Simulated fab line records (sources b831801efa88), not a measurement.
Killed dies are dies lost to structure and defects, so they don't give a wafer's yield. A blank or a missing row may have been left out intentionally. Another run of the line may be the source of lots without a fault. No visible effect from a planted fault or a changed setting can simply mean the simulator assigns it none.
What tool caused it? ; flow sky130 ; 15 lots, 42 wafers sampled, at 5 steps of a route of 708

WHAT THE GAUGES SHOWED, per wafer
SKY_NWELL_OVL_MEAS_10. Usual: NWELL_00_OVL gives -0.4 nm (standard deviation 1.3).
lot;measured;on;NWELL_00_OVL (nm);flag
L557;day 4 18:08;overlay-02;-0.8 -1.7 -5.0;
L558;day 5 02:46;overlay-01;0.0 -0.5 1.5;
L559;day 5 08:38;overlay-02;0.3 -1.9 -2.8;
L560;day 5 13:37;overlay-02;1.0 -1.1 -0.6;
L561;day 5 15:50;overlay-02;-0.7 -3.2 -2.2;
L562;day 5 23:52;overlay-01;0.7 1.7 1.2;
L563;day 6 07:59;overlay-02;-1.2 -1.4 -1.5;
L568;day 7 12:47;overlay-01;0.0 -0.6;
L569;day 7 17:30;overlay-02;0.9 0.0;
L570;day 7 21:23;overlay-01;1.2 -0.5;
L573;day 8 20:12;overlay-01;-0.3 -1.4 -1.5;
L576;day 9 10:10;overlay-02;-2.6 -1.4 -1.4;
L577;day 9 13:10;overlay-01;-1.0 -2.5 -1.3;
L578;day 9 20:08;overlay-02;0.2 0.6 0.9;
L579;day 10 03:25;overlay-01;-1.5 -1.1 -1.8;

SKY_NWELL_OVL_MEAS_23. Usual: NWELL_01_OVL gives -0.2 nm (standard deviation 1.7).
lot;measured;on;NWELL_01_OVL (nm);flag
L557;day 5 12:35;overlay-02;-0.4 0.8 0.1;
L558;day 5 22:00;overlay-01;-1.1 -1.5 -1.1;
L559;day 6 03:58;overlay-02;-0.3 1.0 1.2;
L560;day 6 08:38;overlay-02;-0.5 0.6 -1.1;
L561;day 6 10:17;overlay-02;-0.2 0.0 -1.7;
L562;day 6 18:38;overlay-02;2.4 0.7 1.7;
L563;day 7 03:05;overlay-01;-0.7 2.7 1.4;
L568;day 8 09:32;overlay-01;0.8 1.1;
L569;day 8 14:04;overlay-02;1.6 0.3;
L570;day 8 18:53;overlay-02;-1.3 -1.7;
L573;day 9 17:08;overlay-02;1.6 -1.2 0.9;
L576;day 10 08:51;overlay-01;-2.2 -1.5 -2.2;
L577;day 10 11:29;overlay-02;-2.4 -2.0 -4.3;
L578;day 10 18:35;overlay-02;-0.1 0.4 1.2;
L579;day 11 01:40;overlay-02;0.9 -0.5 -1.0;

SKY_VT_ADJUST_HVTR_OVL_MEAS_08. Usual: VT_ADJUST_HVTR_OVL gives -0.3 nm (standard deviation 1.2).
lot;measured;on;VT_ADJUST_HVTR_OVL (nm);flag
L557;day 9 16:54;overlay-01;0.7 0.8 2.4;
L558;day 10 04:19;overlay-01;0.0 -1.5 0.1;
L559;day 10 10:55;overlay-02;-1.1 0.4 0.8;
L560;day 10 18:07;overlay-02;-1.4 -0.1 -0.2;
L561;day 10 19:04;overlay-02;-1.6 -2.0 -1.4;
L562;day 11 04:25;overlay-01;0.6 -2.3 -3.4;
L563;day 11 16:20;overlay-01;-2.1 -0.5 1.1;
L568;day 13 04:32;overlay-02;0.7 -0.3;
L569;day 13 08:31;overlay-02;0.7 -1.2;
L570;day 13 13:31;overlay-01;1.6 1.2;
L573;day 14 18:55;overlay-02;1.6 0.6 0.6;
L576;day 15 12:51;overlay-02;-0.6 -1.2 0.0;
L577;day 15 15:57;overlay-01;0.2 -0.2 0.8;
L578;day 16 00:19;overlay-02;0.2 -1.4 -1.3;
L579;day 16 09:48;overlay-02;0.8 1.5 -1.0;

SKY_SONOS_TUNNEL_CD_MEAS_07: target cd 410 nm. Usual: cd_nm 410.6 nm, standard deviation 2.3.
lot;measured;on;cd_nm (nm);flag
L557;day 11 14:22;cd_sem-01;413.3 414.7 412.7;
L558;day 12 01:46;cd_sem-01;411.7 410.2 410.1;
L559;day 12 16:32;cd_sem-01;414.1 411.2 412.7;
L560;day 12 16:34;cd_sem-02;416.5 415.6 414.3;
L561;day 12 18:25;cd_sem-01;405.9 408.1 407.2;
L562;day 13 04:58;cd_sem-02;409.9 409.7 411.2;
L563;day 13 17:38;cd_sem-01;411.3 411.2 410.4;
L568;day 15 08:55;cd_sem-02;409.9 396.0;OFF
L569;day 15 13:07;cd_sem-02;408.5 398.3;OFF
L570;day 15 19:25;cd_sem-01;407.5 399.3;OFF
L573;day 17 03:04;cd_sem-01;411.6 409.6 408.3;
L576;day 17 20:34;cd_sem-01;412.7 412.3 411.8;
L577;day 18 00:19;cd_sem-01;411.2 412.2 411.6;
L578;day 18 10:45;cd_sem-01;411.8 414.0 412.3;
L579;day 18 19:56;cd_sem-02;405.7 407.4 409.8;

WHAT TOOL EACH LOT RAN ON (gives the tool, then ch and the chambers of the sampled wafers, and finally the start)
lot;SKY_SONOS_TUNNEL_DEVELOP_06
L557;litho_track-02 ch 0, day 11 14:13
L558;litho_track-04 ch 0, day 12 01:38
L559;litho_track-04 ch 0, day 12 16:23
L560;litho_track-03 ch 0, day 12 16:25
L561;litho_track-03 ch 0, day 12 18:16
L562;litho_track-04 ch 0, day 13 04:50
L563;litho_track-04 ch 0, day 13 17:29
L568;litho_track-04 ch 0, day 15 08:47
L569;litho_track-04 ch 0, day 15 12:59
L570;litho_track-04 ch 0, day 15 19:17
L573;litho_track-02 ch 0, day 17 02:55
L576;litho_track-02 ch 0, day 17 20:25
L577;litho_track-03 ch 0, day 18 00:10
L578;litho_track-03 ch 0, day 18 10:36
L579;litho_track-04 ch 0, day 18 19:47
- SKY_SONOS_TUNNEL_DEVELOP_06: develop time 60 s.

WHAT THE TOOLS THEMSELVES READ (means of the sampled wafers that have a number; where no wafer has one, the mark that the record gives instead)
The record holds no such reading with a usual standard deviation.

THE ANSWER, worked out from the rows above alone
Rule: a lot counts as off when the mean over its wafers that have a number is more than 3 standard deviations away from the usual mean. Also off: a lot with no number at a reading for which 4 or more lots have one. Any other lot the step has rows for is counted as sound. After the gauges, taken in route order, come the tools' own readings; for these a lot's mean is taken, as printed above. The first step at which some lot is off is used, and at that step the reading that is off furthest; a lot without a number counts as furthest.
Off at SKY_SONOS_TUNNEL_CD_MEAS_07 (cd_nm): L568, L569, L570.
A tool fits if, at a process step before that reading, it ran every lot that is off, and no sound lot after the first of them. Gauges at SKY_SONOS_TUNNEL_CD_MEAS_07: tried the same way as those tools. Not one of the candidates tried fits.

WHAT HAD BEEN PUT IN BY THE SIMULATOR
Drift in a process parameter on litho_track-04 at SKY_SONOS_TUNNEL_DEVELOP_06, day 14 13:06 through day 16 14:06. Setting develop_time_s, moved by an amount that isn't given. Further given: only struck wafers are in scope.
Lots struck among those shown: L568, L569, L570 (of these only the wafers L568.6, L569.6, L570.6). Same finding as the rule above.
